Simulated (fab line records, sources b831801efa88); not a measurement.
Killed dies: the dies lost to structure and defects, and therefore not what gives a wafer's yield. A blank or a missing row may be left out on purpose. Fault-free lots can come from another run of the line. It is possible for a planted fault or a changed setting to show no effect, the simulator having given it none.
fab line records | flow gf180mcu
record lots=6 wafers=18 last-day=34
route steps=602 shown HV_LDD@229 NSD@235
lots that met no fault: from a run of the same line without faults
start-h: hours from the record's opening day to when the first of the lot's shown wafers began | wait-h: time in hours since the lot's previous step | " unchanged from the row above | L1.1+2: one row covering several wafers at once | - either no value or no given start | * or withheld: withheld | < > ~ a bound
route shown NAME@n: names a module that has steps shown in the file, with the first one's number in the route | usual: mean/standard deviation taken from wafers without a fault | same: alike in all rows | chamber/n: place in a boat | sites: per-site readings | _std_site: their standard deviation | _edge_site: inner sites' mean taken away from outer sites' mean | radius-mm: how far each site lies from the wafer's centre | mask NAME#n: copy n | behind: the last tool/chamber to shape the wafer | hold: why the lot was held/for how many hours/how that ended | device: whichever transistor did not switch (one of n, p or np) | end of line: the tests these same wafers got at the end of their route | a step without rows: its recipe alone | killed: dies lost to structure and defects at the first sort, not the wafer's yield | map: shows each die of a wafer: x if killed, . if not, _ if none is there
set.NAME: the setting the step ran with; set.NAME@STEP: the setting that earlier step ran with | model.NAME: the simulator's own value behind a step, which no gauge read
lots at selected steps of the route; one table per step, one row per wafer
services: a tool's chamber out of use, with start hour (start-h, from the record's first day; less than 0 if before it), hours out, and reason
## steps
# step GF_HV_LDD_RS_MEAS_53
# recipe thk-meas-gauge=four-point-probe
# usual HV_LDD_RS=418.4/1.2
# columns lot.wafer tool chamber start-h wait-h HV_LDD_RS[ohm/sq]
L220.3 film-metro-02 - 281.77 0.1 420.9
L220.5 " - " " 420.6
L220.6 " - " " 420.4
L224.2 film-metro-01 - 324.65 0.1 419.1
L224.3 " - " " 419.6
L224.6 " - " " 419.6
L233.2 film-metro-01 - 405.05 0.1 416.2
L233.4 " - " " 416.3
L233.6 " - " " 417.0
L238.2 film-metro-03 - 423.06 0.1 417.3
L238.3 " - " " 415.3
L238.4 " - " " 417.2
L239.1 film-metro-01 - 434.53 0.1 418.0
L239.2 " - " " 419.6
L239.3 " - " " 418.1
L241.1 film-metro-02 - 451.27 0.1 420.0
L241.4 " - " " 419.4
L241.6 " - " " 418.7
# step GF_HV_LDD_CVD_54
# recipe material=SiO2 target-thk-nm=10 precursor=TEOS temp-c=680 time-s=75 pressure-mtorr=400
# step GF_HV_LDD_THK_MEAS_55
# recipe reads=SiO2_of_HV_LDD_CVD_54
# usual HV_LDD_CVD_54_THK=9.96/0.13
# columns lot.wafer tool chamber start-h wait-h HV_LDD_CVD_54_THK[nm]
L220.3 film-metro-01 - 282.89 0.0 9.96
L220.5 " - " " 10.00
L220.6 " - " " 9.94
L224.2 film-metro-03 - 325.78 0.0 9.90
L224.3 " - " " 9.71
L224.6 " - " " 9.86
L233.2 film-metro-03 - 406.18 0.0 9.98
L233.4 " - " " 9.85
L233.6 " - " " 9.94
L238.2 film-metro-02 - 424.31 0.0 9.86
L238.3 " - " " 9.80
L238.4 " - " " 9.78
L239.1 film-metro-03 - 435.67 0.0 10.03
L239.2 " - " " 10.08
L239.3 " - " " 10.02
L241.1 film-metro-03 - 452.48 0.1 10.26
L241.4 " - " " 10.19
L241.6 " - " " 10.24
# step GF_HV_LDD_CVD_56
# recipe material=Si3N4 precursor=DCS/NH3 target-thk-nm=90 temp-c=770 time-s=1543 pressure-mtorr=250
# step GF_HV_LDD_THK_MEAS_57
# recipe reads=Si3N4_of_HV_LDD_CVD_56
# usual HV_LDD_CVD_56_THK=89.7/0.91
# columns lot.wafer tool chamber start-h wait-h HV_LDD_CVD_56_THK[nm]
L220.3 film-metro-02 - 285.35 0.0 88.5
L220.5 " - " " 89.3
L220.6 " - " " 88.9
L224.2 film-metro-02 - 327.84 0.0 89.1
L224.3 " - " " 89.5
L224.6 " - " " 89.7
L233.2 film-metro-01 - 407.67 0.0 90.3
L233.4 " - " " 90.5
L233.6 " - " " 89.6
L238.2 film-metro-03 - 426.43 0.0 89.6
L238.3 " - " " 89.4
L238.4 " - " " 89.5
L239.1 film-metro-01 - 437.16 0.0 90.1
L239.2 " - " " 90.0
L239.3 " - " " 89.4
L241.1 film-metro-02 - 453.96 0.0 88.7
L241.4 " - " " 88.3
L241.6 " - " " 89.0
# step GF_HV_LDD_ETCHBACK_58
# recipe chemistry=CH3F/O2 target=Si3N4 stop-on=SiO2 source-w=400 bias-w=80 pressure-mtorr=25 ch3f-flow-sccm=40 O2_flow_sccm=30 time-s=100 target-depth-a=900
# usual drypump-motor-current-A=5.7/0.43 oes-product-au=0.841/0.0066 throttle-valve-pct=10.561/0.0088
# same time-s=100
# columns lot.wafer tool chamber start-h wait-h drypump-motor-current-A oes-product-au rf-hours-counter-h throttle-valve-pct
L220.3 rie-diel-03 1 285.39 0.0 5.3 0.837 63 10.557
L220.5 " 2 " " 6.1 0.837 - 10.569
L220.6 " 3 " " 5.6 0.836 - 10.566
L224.2 rie-diel-04 2 327.89 0.0 5.6 0.844 83 10.567
L224.3 " 3 " " 5.6 0.837 - 10.560
L224.6 " 2 " " 5.5 0.842 - 10.578
L233.2 rie-diel-04 1 407.72 0.0 6.3 0.835 2 10.557
L233.4 " 3 " " 5.6 0.837 1 10.562
L233.6 " 2 " " 5.6 0.836 - 10.555
L238.2 rie-diel-03 1 426.48 0.0 5.3 0.841 67 10.569
L238.3 " 2 " " 6.1 0.836 103 10.561
L238.4 " 0 " " 5.5 0.836 80 10.566
L239.1 rie-diel-01 2 437.22 0.1 5.6 0.844 87 10.570
L239.2 " 1 " " 6.6 0.840 3 10.570
L239.3 " 0 " " 5.0 0.849 2 10.563
L241.1 rie-diel-01 2 454.02 0.1 5.6 0.844 88 10.552
L241.4 " 1 " " 6.7 0.833 3 10.563
L241.6 " 2 " " 5.7 0.834 - 10.568
# step GF_NSD_DEHYDRATE_00
# recipe temp-c=200 time-s=60
# step GF_NSD_HMDS_01
# recipe prime-time-s=60 prime-temp-c=120
# step GF_NSD_COAT_02
# recipe resist=NOVOLAK spin-rpm=3000 resist-thk-nm=1000
# step GF_NSD_SOFTBAKE_03
# recipe temp-c=90 time-s=60 resist=NOVOLAK
# step GF_NSD_EXPOSE_04
# recipe mask-id=Nplus target-cd-nm=400 na=0.6 source-shape=conventional sigma-outer=0.6 dose-mj=140
# step GF_NSD_PEB_05
# recipe temp-c=withheld time-s=* resist=NOVOLAK
# step GF_NSD_DEVELOP_06
# recipe develop-time-s=60 dev-temp-c=23
# usual chill-plate-temp-C=23.01/0.12 develop-time-s=60/0
# columns lot.wafer tool chamber start-h wait-h chill-plate-temp-C develop-time-s
L220.3 litho-track-04 0 304.76 0.1 23.05 60
L220.5 " 0 " " 22.99 60
L220.6 " 0 " " 23.09 60
L224.2 litho-track-04 0 348.74 0.1 23.23 60
L224.3 " 0 " " 22.97 60
L224.6 " 0 " " 23.15 60
L233.2 litho-track-02 0 431.02 0.1 23.08 60
L233.4 " 0 " " 23.05 60
L233.6 " 0 " " 22.80 60
L238.2 litho-track-04 - 450.53 0.1 - -
L238.3 " - " " - -
L238.4 " - " " - -
L239.1 litho-track-01 - 460.74 0.1 - -
L239.2 " - " " - -
L239.3 " - " " - -
L241.1 litho-track-01 0 478.44 0.1 23.19 60
L241.4 " 0 " " 23.02 60
L241.6 " 0 " " 22.99 60
# step GF_NSD_CD_MEAS_07
# recipe target-cd-nm=400
# usual cd-nm=400.6/2.2
# columns lot.wafer tool chamber start-h wait-h cd-nm
L220.3 cd-sem-01 - 304.90 0.1 397.7
L220.5 " - " " 399.2
L220.6 " - " " 397.3
L224.2 cd-sem-01 - 348.88 0.1 399.6
L224.3 " - " " 401.6
L224.6 " - " " 396.5
L233.2 cd-sem-02 - 431.16 0.1 397.4
L233.4 " - " " 396.6
L233.6 " - " " 399.0
L238.2 cd-sem-02 - 450.68 0.1 -
L238.3 " - " " -
L238.4 " - " " -
L239.1 cd-sem-01 - 460.89 0.1 -
L239.2 " - " " -
L239.3 " - " " -
L241.1 cd-sem-01 - 478.59 0.1 400.2
L241.4 " - " " 399.0
L241.6 " - " " 400.9
## services
# columns tool chamber start-h hours kind
rie-diel-01 1 261.57 1.6 repair
rie-diel-01 3 264.09 - clean
rie-diel-01 3 264.09 24.5 scheduled-down
rie-diel-01 3 264.09 24.5 vent-cycle
rie-diel-04 - 286.42 28.2 repair
rie-diel-01 1 303.59 - clean
rie-diel-01 1 303.59 26.0 scheduled-down
rie-diel-01 1 303.59 26.0 vent-cycle
rie-diel-04 1 314.62 - clean
rie-diel-04 1 314.62 16.7 scheduled-down
rie-diel-04 1 314.62 16.7 vent-cycle
rie-diel-04 0 317.51 11.5 repair
rie-diel-04 3 331.33 - clean
rie-diel-04 3 331.33 15.3 scheduled-down
rie-diel-04 3 331.33 15.3 vent-cycle
rie-diel-01 0 345.84 - clean
rie-diel-01 0 345.84 25.1 scheduled-down
rie-diel-01 0 345.84 25.1 vent-cycle
rie-diel-01 3 408.96 5.3 repair
rie-diel-03 - 418.75 0.6 repair
rie-diel-03 2 443.30 - clean
rie-diel-03 2 443.30 17.4 scheduled-down
rie-diel-03 2 443.30 17.4 vent-cycle
rie-diel-04 0 472.04 6.6 repair
## key
first-sign step=GF_NSD_DEVELOP_06 reading=tool-record direction=missing
effect none on later readings
met-at GF_NSD_DEVELOP_06
struck-wafers L238.2,L238.3,L238.4,L239.1,L239.2,L239.3
sort-left-out L238.2,L238.3,L238.4,L239.1,L239.2,L239.3
tester-left-out L238,L239
onset-between 348.74 450.53
fault kind=skipped-step-whole tool=litho-track-01,litho-track-04 chamber=- onset-h=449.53 steps=GF_NSD_DEVELOP_06 scope=struck-lots-only
# tester-left-out: of these lots the tester's yield and bins aren't shown, on N5 and GAA mostly nor the transistor test; their killed dies are dies lost to structure and defects alone, not to doping, threshold or leakage, so they don't give the yield
# sort-left-out: the simulated sort isn't trusted on such a fault, so these wafers' sort isn't shown, and their yield isn't known
